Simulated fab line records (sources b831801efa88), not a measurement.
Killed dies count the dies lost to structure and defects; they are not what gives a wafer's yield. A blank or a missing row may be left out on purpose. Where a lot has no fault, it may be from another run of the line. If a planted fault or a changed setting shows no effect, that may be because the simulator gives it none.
Split-lot experiment :: flow gf180mcu :: on a route of 602 steps: 5 lots, 23 wafers read

ON THE SPLIT
At GF_PSD_DEVELOP_06 (develop time 60 s), the setting dev_temp_c was moved away from the recipe's 23 C on 5 of the 23 wafers read, by -7.3% to +7.8%. For the rest of the wafers, this setting stayed at what the recipe calls for.

Split to reading: the file shows no intervening step.

THE READING
cd_nm at GF_PSD_CD_MEAS_07, given in nm (cd target 400 nm). Fault-free wafers of this fab line usually give 400.5 nm, standard deviation 2.5 nm.

wafer: L074.1
tool, chamber at the split: litho_track-01, 0
dev_temp_c as run, C: 23
against the recipe: recipe
cd_nm, nm: 398.2
against lot-mates on the recipe: -

wafer: L074.2
tool, chamber at the split: litho_track-01, 0
dev_temp_c as run, C: 23
against the recipe: recipe
cd_nm, nm: 399.4
against lot-mates on the recipe: -

wafer: L074.6
tool, chamber at the split: litho_track-01, 0
dev_temp_c as run, C: 23
against the recipe: recipe
cd_nm, nm: 398.0
against lot-mates on the recipe: -

wafer: L078.1
tool, chamber at the split: litho_track-03, 0
dev_temp_c as run, C: 23
against the recipe: recipe
cd_nm, nm: 398.5
against lot-mates on the recipe: -

wafer: L078.2
tool, chamber at the split: litho_track-03, 0
dev_temp_c as run, C: 23
against the recipe: recipe
cd_nm, nm: 398.8
against lot-mates on the recipe: -

wafer: L078.4
tool, chamber at the split: litho_track-03, 0
dev_temp_c as run, C: 24.79
against the recipe: +7.8%
cd_nm, nm: 390.7
against lot-mates on the recipe: -8.0

wafer: L078.5
tool, chamber at the split: litho_track-03, 0
dev_temp_c as run, C: 24.79
against the recipe: +7.8%
cd_nm, nm: 392.0
against lot-mates on the recipe: -6.7

wafer: L078.6
tool, chamber at the split: litho_track-03, 0
dev_temp_c as run, C: 23
against the recipe: recipe
cd_nm, nm: 398.9
against lot-mates on the recipe: -

wafer: L080.2
tool, chamber at the split: litho_track-02, 0
dev_temp_c as run, C: 21.32
against the recipe: -7.3%
cd_nm, nm: 409.3
against lot-mates on the recipe: +5.7

wafer: L080.3
tool, chamber at the split: litho_track-02, 0
dev_temp_c as run, C: 23
against the recipe: recipe
cd_nm, nm: 403.4
against lot-mates on the recipe: -

wafer: L080.4
tool, chamber at the split: litho_track-02, 0
dev_temp_c as run, C: 21.32
against the recipe: -7.3%
cd_nm, nm: 408.1
against lot-mates on the recipe: +4.5

wafer: L080.5
tool, chamber at the split: litho_track-02, 0
dev_temp_c as run, C: 21.32
against the recipe: -7.3%
cd_nm, nm: 409.9
against lot-mates on the recipe: +6.2

wafer: L080.6
tool, chamber at the split: litho_track-02, 0
dev_temp_c as run, C: 23
against the recipe: recipe
cd_nm, nm: 403.9
against lot-mates on the recipe: -

wafer: L081.1
tool, chamber at the split: litho_track-01, 0
dev_temp_c as run, C: 23
against the recipe: recipe
cd_nm, nm: 401.1
against lot-mates on the recipe: -

wafer: L081.3
tool, chamber at the split: litho_track-01, 0
dev_temp_c as run, C: 23
against the recipe: recipe
cd_nm, nm: 398.4
against lot-mates on the recipe: -

wafer: L081.4
tool, chamber at the split: litho_track-01, 0
dev_temp_c as run, C: 23
against the recipe: recipe
cd_nm, nm: 399.9
against lot-mates on the recipe: -

wafer: L081.5
tool, chamber at the split: litho_track-01, 0
dev_temp_c as run, C: 23
against the recipe: recipe
cd_nm, nm: 400.4
against lot-mates on the recipe: -

wafer: L081.6
tool, chamber at the split: litho_track-01, 0
dev_temp_c as run, C: 23
against the recipe: recipe
cd_nm, nm: 397.4
against lot-mates on the recipe: -

wafer: L085.1
tool, chamber at the split: litho_track-02, 0
dev_temp_c as run, C: 23
against the recipe: recipe
cd_nm, nm: 400.2
against lot-mates on the recipe: -

wafer: L085.2
tool, chamber at the split: litho_track-02, 0
dev_temp_c as run, C: 23
against the recipe: recipe
cd_nm, nm: 400.3
against lot-mates on the recipe: -

wafer: L085.3
tool, chamber at the split: litho_track-02, 0
dev_temp_c as run, C: 23
against the recipe: recipe
cd_nm, nm: 400.5
against lot-mates on the recipe: -

wafer: L085.4
tool, chamber at the split: litho_track-02, 0
dev_temp_c as run, C: 23
against the recipe: recipe
cd_nm, nm: 400.1
against lot-mates on the recipe: -

wafer: L085.6
tool, chamber at the split: litho_track-02, 0
dev_temp_c as run, C: 23
against the recipe: recipe
cd_nm, nm: 401.5
against lot-mates on the recipe: -

THE FIT
A straight line over all 23 wafers: cd_nm changes by -1.19 nm for each +1% of dev_temp_c; r = -0.94; the points scatter about the line by 1.6 nm.
The same after taking each lot's own level away (the mean of its wafers on the recipe; 23 wafers): -0.837 nm for each +1%; r = -0.96; scatter 0.89 nm.
Per that fit: largest dev_temp_c move, reading shift of 6.5 nm.
The lots' own levels span 398.53 to 403.65 nm, that is 2.0 times the standard deviation above.
Hence the slope depends on the lot-to-lot level, as the two fits are not the same.
Check: for one of the wafers moved furthest among these (+7.8%), held out of the fit, the line's prediction against its lot-mates is -6.16 nm. Against them it came out at -8.03 nm.

THESE WAFERS: OTHER SPLITS
Other splits were also applied to these wafers ahead of the reading. Each is held against what the fit with the lots' levels taken away leaves over:
other split on the same wafers: GF_POLY_GATE_PEB_08 peb_time_s
wafers away from the commonest value: 11
r with cd_nm (lot level and that fit taken away): -0.07

other split on the same wafers: GF_HV_LDD_DEVELOP_06 develop_time_s
wafers away from the commonest value: 9
r with cd_nm (lot level and that fit taken away): +0.13

other split on the same wafers: GF_HV_LDD_COAT_41 spin_rpm
wafers away from the commonest value: 9
r with cd_nm (lot level and that fit taken away): -0.14

other split on the same wafers: GF_HV_LDD_DEVELOP_45 develop_time_s
wafers away from the commonest value: 5
r with cd_nm (lot level and that fit taken away): +0.07

other split on the same wafers: GF_HV_LDD_IMPLANT_48 energy_kev
wafers away from the commonest value: 9
r with cd_nm (lot level and that fit taken away): +0.09

FILE'S OWN FIT
cd_nm changes by -0.848 nm for each +1% of dev_temp_c, r = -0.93.
